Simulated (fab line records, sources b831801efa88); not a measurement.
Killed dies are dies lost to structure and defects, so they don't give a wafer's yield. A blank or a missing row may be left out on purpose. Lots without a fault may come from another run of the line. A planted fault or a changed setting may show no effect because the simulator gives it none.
Tool commonality check | flow gf180mcu | 13 lots, 39 wafers sampled

WHY IT WAS OPENED
At GF_M4_CD_MEAS_14 the reading cd_nm is flagged on 2 of 13 lots. Wafers without a fault read 279.9 nm, standard deviation 1.
Rule: a lot is flagged when every wafer of it that has a number lies more than 4 standard deviations from that mean, or none has a number. The other lots count as sound.

lot  | measured     | on        | cd_nm (nm), wafer by wafer | flag
L119 | day 23 18:02 | cd_sem-02 | 278.9 278.5 279.0          |
L120 | day 24 07:47 | cd_sem-01 | 281.6 280.3 280.9          |
L121 | day 24 09:55 | cd_sem-01 | 278.1 278.0 279.6          |
L122 | day 24 15:38 | cd_sem-01 | 279.9 280.6 279.8          |
L123 | day 25 01:23 | cd_sem-01 | 281.7 281.9 280.4          |
L124 | day 25 07:53 | cd_sem-02 | 279.3 279.0 279.0          |
L125 | day 25 23:58 | cd_sem-02 | 281.6 280.6 280.5          |
L126 | day 26 09:19 | cd_sem-01 | 279.3 279.3 279.3          |
L128 | day 26 20:08 | cd_sem-02 | 280.2 279.7 279.8          |
L135 | day 28 17:14 | cd_sem-01 | 279.3 278.8 279.6          |
L136 | day 28 23:50 | cd_sem-02 | 289.7 290.2 288.7          | FLAGGED
L138 | day 29 14:37 | cd_sem-01 | 290.1 290.7 290.0          | FLAGGED
L139 | day 29 17:04 | cd_sem-02 | 279.0 278.9 279.9          |
The numbers of the flagged lots are 289.9 nm on average: +10.0 nm against the usual, or +10 standard deviations.

WHICH TOOL RAN EACH LOT
The record holds 2 process steps before the reading, out of a route of 602 steps. In each cell: the tool, then ch and the chambers that the sampled wafers went through, then the start.
lot  | flag    | GF_V3_CVD_02                    | GF_M4_SOFTBAKE_10
L119 |         | pecvd-02 ch 0,1,2, day 21 16:33 | litho_track-03 ch 0, day 23 05:56
L120 |         | pecvd-01 ch 0,1, day 22 08:19   | litho_track-04 ch 0, day 23 20:20
L121 |         | pecvd-03 ch 0,2, day 22 10:34   | litho_track-03 ch 0, day 23 22:49
L122 |         | pecvd-01 ch 0,2, day 22 16:24   | litho_track-04 ch 0, day 24 04:38
L123 |         | pecvd-02 ch 0,1,2, day 23 03:17 | litho_track-04 ch 0, day 24 15:07
L124 |         | pecvd-01 ch 0,1, day 23 10:11   | litho_track-03 ch 0, day 24 21:07
L125 |         | pecvd-02 ch 0,1, day 24 02:20   | litho_track-04 ch 0, day 25 13:16
L126 |         | pecvd-03 ch 0,1,2, day 24 12:30 | litho_track-03 ch 0, day 25 22:55
L128 |         | pecvd-02 ch 0,1, day 24 23:37   | litho_track-03 ch 0, day 26 09:25
L135 |         | pecvd-03 ch 0,1, day 26 23:15   | litho_track-03 ch 0, day 28 07:02
L136 | FLAGGED | pecvd-01 ch 0, day 27 06:38     | litho_track-03 ch 0, day 28 14:23
L138 | FLAGGED | pecvd-03 ch 0,1,2, day 27 22:14 | litho_track-03 ch 0, day 29 05:25
L139 |         | pecvd-02 ch 0,1, day 28 00:32   | litho_track-01 ch 0, day 29 07:44
What these steps do:
- GF_V3_CVD_02: deposits SiO2 from TEOS, target thk 850 nm, time 94.851 s.
- GF_M4_SOFTBAKE_10: time 60 s.
- GF_M4_CD_MEAS_14: target cd 280 nm.

FLAGGED OVER TOTAL, TOOL BY TOOL (the gauges that took the reading come last)
step              | tool           | lots run | flagged | share of the flagged lots | sound lots run after its first flagged lot
GF_V3_CVD_02      | pecvd-01       | 4        | 1       | some                      | 0
GF_V3_CVD_02      | pecvd-02       | 5        | 0       | none                      | -
GF_V3_CVD_02      | pecvd-03       | 4        | 1       | some                      | 0
GF_M4_SOFTBAKE_10 | litho_track-01 | 1        | 0       | none                      | -
GF_M4_SOFTBAKE_10 | litho_track-03 | 8        | 2       | all                       | 0
GF_M4_SOFTBAKE_10 | litho_track-04 | 4        | 0       | none                      | -
GF_M4_CD_MEAS_14  | cd_sem-01      | 7        | 1       | some                      | 0
GF_M4_CD_MEAS_14  | cd_sem-02      | 6        | 1       | some                      | 1 (L139)

WHAT THE TABLE ALLOWS
1 row of the table ran every flagged lot: litho_track-03 at GF_M4_SOFTBAKE_10.
- litho_track-03 at GF_M4_SOFTBAKE_10: 2 of its 8 lots flagged. Its last sound lot is L135 (day 28 07:02), its first flagged lot L136 (day 28 14:23): a fault that began between those two fits. Its own readings lie more than 4 standard deviations out on every wafer of the flagged lots: heater_power_total_W, plate_temp_C.
One tool is left: litho_track-03 at GF_M4_SOFTBAKE_10.

WHAT THE SIMULATOR HAD PUT IN
Process parameter drift: litho_track-03, from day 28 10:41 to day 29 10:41, at GF_M4_SOFTBAKE_10. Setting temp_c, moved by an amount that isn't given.
Lots struck among those shown: L136, L138. The rule above found the same.
